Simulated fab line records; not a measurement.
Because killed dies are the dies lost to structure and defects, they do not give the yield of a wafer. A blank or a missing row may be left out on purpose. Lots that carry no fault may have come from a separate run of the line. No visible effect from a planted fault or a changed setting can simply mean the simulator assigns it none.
A sampling plan put to the test || flow sfq line || each of the 16 faults these records tell of, on one fab line, judged from the records of the lots it struck
The plan is the line's own looks: the steps of the route at which a gauge or an inspection reads the wafer and doesn't change it. A look can be judged if struck wafers have a number there and the file gives its usual mean and standard deviation on fault-free wafers. Caught: 4 or more of those standard deviations (sigma) separate the usual mean from the mean of the struck wafers at a look after the fault's first step. On the tool: the identical test, applied to the tool's own readings at the steps of the fault. If the struck wafers alone have a blank record, or they carry another recipe, that too counts as caught.

THE FAULTS, as the simulator had put them in
1. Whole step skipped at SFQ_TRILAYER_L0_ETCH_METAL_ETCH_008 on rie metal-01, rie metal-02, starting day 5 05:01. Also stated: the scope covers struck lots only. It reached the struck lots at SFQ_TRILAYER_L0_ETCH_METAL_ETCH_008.
2. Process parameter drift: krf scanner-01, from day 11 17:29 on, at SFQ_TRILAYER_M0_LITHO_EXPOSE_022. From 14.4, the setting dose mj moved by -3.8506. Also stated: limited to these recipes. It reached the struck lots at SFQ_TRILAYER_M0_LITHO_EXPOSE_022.
3. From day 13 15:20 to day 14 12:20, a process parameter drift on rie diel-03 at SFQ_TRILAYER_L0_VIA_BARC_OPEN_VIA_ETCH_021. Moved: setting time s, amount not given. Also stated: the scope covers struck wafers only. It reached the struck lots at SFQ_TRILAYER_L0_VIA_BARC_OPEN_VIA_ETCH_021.
4. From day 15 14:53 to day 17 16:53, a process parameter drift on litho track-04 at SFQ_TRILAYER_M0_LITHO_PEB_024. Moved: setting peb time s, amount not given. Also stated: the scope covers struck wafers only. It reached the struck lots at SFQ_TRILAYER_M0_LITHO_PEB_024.
5. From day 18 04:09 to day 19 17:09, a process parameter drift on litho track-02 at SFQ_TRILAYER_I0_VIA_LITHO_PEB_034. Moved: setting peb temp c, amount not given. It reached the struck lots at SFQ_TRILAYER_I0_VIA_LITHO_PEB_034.
6. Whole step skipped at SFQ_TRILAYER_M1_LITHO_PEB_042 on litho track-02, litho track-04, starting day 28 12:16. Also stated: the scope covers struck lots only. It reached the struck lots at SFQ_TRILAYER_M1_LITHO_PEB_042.
7. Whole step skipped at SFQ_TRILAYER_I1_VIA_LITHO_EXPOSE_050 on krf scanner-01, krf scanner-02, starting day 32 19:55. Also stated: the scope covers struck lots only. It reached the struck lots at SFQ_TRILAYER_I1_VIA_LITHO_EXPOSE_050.
8. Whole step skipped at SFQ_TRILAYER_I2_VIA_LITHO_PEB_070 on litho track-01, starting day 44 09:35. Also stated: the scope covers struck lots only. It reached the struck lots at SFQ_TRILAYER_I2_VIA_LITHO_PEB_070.
9. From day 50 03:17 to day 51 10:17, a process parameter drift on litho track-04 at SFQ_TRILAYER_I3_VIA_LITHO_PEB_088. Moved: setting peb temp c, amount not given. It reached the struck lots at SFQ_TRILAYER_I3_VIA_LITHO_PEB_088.
10. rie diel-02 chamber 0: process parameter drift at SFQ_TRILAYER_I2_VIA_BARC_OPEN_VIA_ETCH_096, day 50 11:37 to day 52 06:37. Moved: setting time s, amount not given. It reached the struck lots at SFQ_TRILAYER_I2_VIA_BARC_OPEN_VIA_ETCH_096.
11. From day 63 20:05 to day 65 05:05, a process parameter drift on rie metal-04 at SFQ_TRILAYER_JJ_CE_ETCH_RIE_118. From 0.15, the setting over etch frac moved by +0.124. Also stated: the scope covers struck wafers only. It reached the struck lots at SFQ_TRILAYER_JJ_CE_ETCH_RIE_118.
12. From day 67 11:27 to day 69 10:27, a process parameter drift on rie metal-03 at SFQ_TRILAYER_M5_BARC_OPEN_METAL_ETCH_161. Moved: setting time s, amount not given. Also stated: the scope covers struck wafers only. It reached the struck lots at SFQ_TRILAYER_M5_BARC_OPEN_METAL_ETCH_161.
13. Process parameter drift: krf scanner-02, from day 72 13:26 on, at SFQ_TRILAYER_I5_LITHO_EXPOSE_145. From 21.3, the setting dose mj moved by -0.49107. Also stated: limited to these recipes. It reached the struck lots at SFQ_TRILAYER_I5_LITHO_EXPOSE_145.
14. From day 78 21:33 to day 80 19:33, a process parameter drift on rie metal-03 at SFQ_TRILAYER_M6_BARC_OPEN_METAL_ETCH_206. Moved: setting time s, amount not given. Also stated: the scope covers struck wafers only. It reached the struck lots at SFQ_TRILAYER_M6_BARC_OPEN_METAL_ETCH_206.
15. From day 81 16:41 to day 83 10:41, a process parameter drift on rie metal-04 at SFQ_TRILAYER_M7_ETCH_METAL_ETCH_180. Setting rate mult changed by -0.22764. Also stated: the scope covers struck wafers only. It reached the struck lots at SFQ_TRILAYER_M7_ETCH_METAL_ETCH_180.
16. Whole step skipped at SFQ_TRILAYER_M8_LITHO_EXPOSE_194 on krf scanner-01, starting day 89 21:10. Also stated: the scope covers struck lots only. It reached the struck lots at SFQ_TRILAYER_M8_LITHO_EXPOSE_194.

WHAT THE PLAN SAW
{"fault": 1, "on the tool itself": "the tool's record is blank for the struck wafers", "first look that catches it": "no look after it can be judged", "reading, sigma": "-", "median hours from its first step to that look": "-", "hours from the fault's start to the first struck lot there": "-", "judged looks passed uncaught": 0}
{"fault": 2, "on the tool itself": "exposure dose mJ cm2 -99 or beyond sigma", "first look that catches it": "no look after it can be judged", "reading, sigma": "-", "median hours from its first step to that look": "-", "hours from the fault's start to the first struck lot there": "-", "judged looks passed uncaught": 0}
{"fault": 3, "on the tool itself": "oes product au +22 sigma", "first look that catches it": "not the one look that can be judged after it", "reading, sigma": "-", "median hours from its first step to that look": "-", "hours from the fault's start to the first struck lot there": "-", "judged looks passed uncaught": 1}
{"fault": 4, "on the tool itself": "heater power total W +99 or beyond sigma", "first look that catches it": "no look after it can be judged", "reading, sigma": "-", "median hours from its first step to that look": "-", "hours from the fault's start to the first struck lot there": "-", "judged looks passed uncaught": 0}
{"fault": 5, "on the tool itself": "heater power total W -99 or beyond sigma", "first look that catches it": "no look after it can be judged", "reading, sigma": "-", "median hours from its first step to that look": "-", "hours from the fault's start to the first struck lot there": "-", "judged looks passed uncaught": 0}
{"fault": 6, "on the tool itself": "the tool's record is blank for the struck wafers", "first look that catches it": "no look after it can be judged", "reading, sigma": "-", "median hours from its first step to that look": "-", "hours from the fault's start to the first struck lot there": "-", "judged looks passed uncaught": 0}
{"fault": 7, "on the tool itself": "no reading that can be judged", "first look that catches it": "no look after it can be judged", "reading, sigma": "-", "median hours from its first step to that look": "-", "hours from the fault's start to the first struck lot there": "-", "judged looks passed uncaught": 0}
{"fault": 8, "on the tool itself": "the tool's record is blank for the struck wafers", "first look that catches it": "no look after it can be judged", "reading, sigma": "-", "median hours from its first step to that look": "-", "hours from the fault's start to the first struck lot there": "-", "judged looks passed uncaught": 0}
{"fault": 9, "on the tool itself": "heater power total W -26 sigma", "first look that catches it": "no look after it can be judged", "reading, sigma": "-", "median hours from its first step to that look": "-", "hours from the fault's start to the first struck lot there": "-", "judged looks passed uncaught": 0}
{"fault": 10, "on the tool itself": "run length s +8.0 sigma", "first look that catches it": "not the one look that can be judged after it", "reading, sigma": "-", "median hours from its first step to that look": "-", "hours from the fault's start to the first struck lot there": "-", "judged looks passed uncaught": 1}
{"fault": 11, "on the tool itself": "oes product au -8.0 sigma", "first look that catches it": "not the one look that can be judged after it", "reading, sigma": "-", "median hours from its first step to that look": "-", "hours from the fault's start to the first struck lot there": "-", "judged looks passed uncaught": 1}
{"fault": 12, "on the tool itself": "run length s +4.2 sigma", "first look that catches it": "no look after it can be judged", "reading, sigma": "-", "median hours from its first step to that look": "-", "hours from the fault's start to the first struck lot there": "-", "judged looks passed uncaught": 0}
{"fault": 13, "on the tool itself": "exposure dose mJ cm2 -22 sigma", "first look that catches it": "no look after it can be judged", "reading, sigma": "-", "median hours from its first step to that look": "-", "hours from the fault's start to the first struck lot there": "-", "judged looks passed uncaught": 0}
{"fault": 14, "on the tool itself": "oes product au +7.1 sigma", "first look that catches it": "no look after it can be judged", "reading, sigma": "-", "median hours from its first step to that look": "-", "hours from the fault's start to the first struck lot there": "-", "judged looks passed uncaught": 0}
{"fault": 15, "on the tool itself": "oes product au -5.2 sigma", "first look that catches it": "no look after it can be judged", "reading, sigma": "-", "median hours from its first step to that look": "-", "hours from the fault's start to the first struck lot there": "-", "judged looks passed uncaught": 0}
{"fault": 16, "on the tool itself": "no reading that can be judged", "first look that catches it": "no look after it can be judged", "reading, sigma": "-", "median hours from its first step to that look": "-", "hours from the fault's start to the first struck lot there": "-", "judged looks passed uncaught": 0}
A dash: the fault is not caught, or the number is missing from these records.

Caught at a look: 0 of 16. Caught on the tool: 14 of 16. By one or the other: 14 of 16.
On the tool alone, faults 1, 2, 3, 4, 5, 6, 8, 9, 10, 11, 12, 13, 14, 15 were caught.
Caught by neither: faults 7, 16.
